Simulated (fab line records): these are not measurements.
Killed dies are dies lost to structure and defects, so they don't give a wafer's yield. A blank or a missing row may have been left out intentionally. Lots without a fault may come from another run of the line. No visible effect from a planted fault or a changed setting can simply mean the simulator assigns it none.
Problem report in the 8D (eight disciplines) form, filled by code :: flow sky130 :: the parts of the form that need people (team, actions taken, sign-off) are left out

== 1. THE PROBLEM ==
METAL5_ALCU_RS at SKY_METAL5_RS_MEAS_05 reads a mean of 0.042 ohm/sq on 1 wafer of 1 lot; wafers without a fault read 0.027 ohm/sq with a standard deviation of 0.00026. Relative to the usual mean, that is a shift of +58 standard deviations.
The step: measures by four-point-probe.
Seen first at day 48 01:00 on film-metro-04, wafer L487.5. At this step, 29 wafers from 10 lots have a number in the record. By rule, "out" or "out of limits" means more than 4 standard deviations away from the usual mean. The rest of the wafers with a number are treated as sound.

== 2. WHAT IT IS; WHAT IT IS NOT ==
question: which readings at this step
is: METAL5_ALCU_RS
is not: -

question: which lots
is: L487
is not: L471, L473, L474, L476, L478, L479, L481, L482, L492

question: which wafers of those lots
is: L487.5
is not: L487.6

question: read on which gauges
is: film-metro-04
is not: film-metro-01, film-metro-02

question: when
is: from day 48 01:00
is not: up to then (25 sound wafers); but 3 sound wafers of L492 came after

== 3. SUSPECTS, AND WHAT RULES EACH OUT ==
Counting: any tool at a process step up to the reading remains a suspect provided it ran every lot that is out. Sound lots after the first of them don't rule it out here, since some wafers of a struck lot are sound.
- ruled out: the gauge at SKY_METAL5_RS_MEAS_05. All the wafers that are out were read on film-metro-04, but those of them that SKY_METAL5_METAL_ETCH_15 has rows for are out there too, on other tools.
- pvd-sputter-01 at SKY_METAL4_SPUTTER_03 (material Ti, target thk 5 nm, time 3.3 s): kept. It ran the lot that is out, L487 (day 45 07:36); its last sound lot up to then is L482 (day 42 22:51).
- pvd-sputter-03 at SKY_METAL5_SPUTTER_00 (material Ti, target thk 15 nm, time 10 s): kept. It ran the lot that is out, L487 (day 48 00:46); its last sound lot up to then is L481 (day 45 16:11).
- pvd-sputter-03 at SKY_METAL5_SPUTTER_02 (material AlCu, target thk 1150 nm, time 61.2 s): kept. It ran the lot that is out, L487 (day 48 00:49); its last sound lot up to then is L481 (day 45 16:14).
pvd-sputter-01 at SKY_METAL4_SPUTTER_03, pvd-sputter-03 at SKY_METAL5_SPUTTER_00 and pvd-sputter-03 at SKY_METAL5_SPUTTER_02 are what is left after counting.

== 4. THE CAUSE (what the simulator had put in) ==
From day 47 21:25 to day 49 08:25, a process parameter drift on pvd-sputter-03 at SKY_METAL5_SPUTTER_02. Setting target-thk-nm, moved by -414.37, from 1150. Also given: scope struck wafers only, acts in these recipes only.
This tool is one of the 3 suspects left after counting.

== 5. SEQUENCE OF EFFECTS, ordered by route ==
Each row: a reading where the mean over the struck wafers with a number is more than 3 standard deviations away from the usual. Scope: only readings with a usual standard deviation given in the record; hours: median across lots of the time from each lot's start at the first step in this table that gives one to its start at this step; sigmas: change in usual standard deviations.
hours: 0
step: SKY_METAL5_RS_MEAS_05
reading: METAL5_ALCU_RS
usual: 0.027 ohm/sq
on struck wafers: 0.042
change: +0.015
sigmas: +58

hours: 2
step: SKY_METAL5_THK_MEAS_06
reading: METAL5_ALCU_THK
usual: 1129 nm
on struck wafers: 730
change: -399
sigmas: -27

hours: 18
step: SKY_METAL5_METAL_ETCH_15
reading: oes-product-au
usual: 0.894 a.u.
on struck wafers: 0.732
change: -0.162
sigmas: -34
Here are the process steps it includes:
- SKY_METAL5_METAL_ETCH_15: etches the open film in Cl2/BCl3, stops on SiO2, target depth 1260 nm, time 252 s.

== 6. HOW IT WOULD HAVE BEEN CAUGHT EARLIER ==
Counted from the fault's start at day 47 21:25, it took 4 hours until the first out-of-limits reading at a measuring or inspecting step in this record, taken at day 48 01:00.
Tool readings at SKY_METAL5_SPUTTER_02 with a usual standard deviation given in the record: none out on any struck wafer, hence no alarm at a limit of 4 standard deviations on them.
Each of the lots that are out, 1 in all, had begun SKY_METAL5_SPUTTER_02 on pvd-sputter-03 no later than day 48 01:00. Had the tool been put on hold then, not one of them would have been saved.
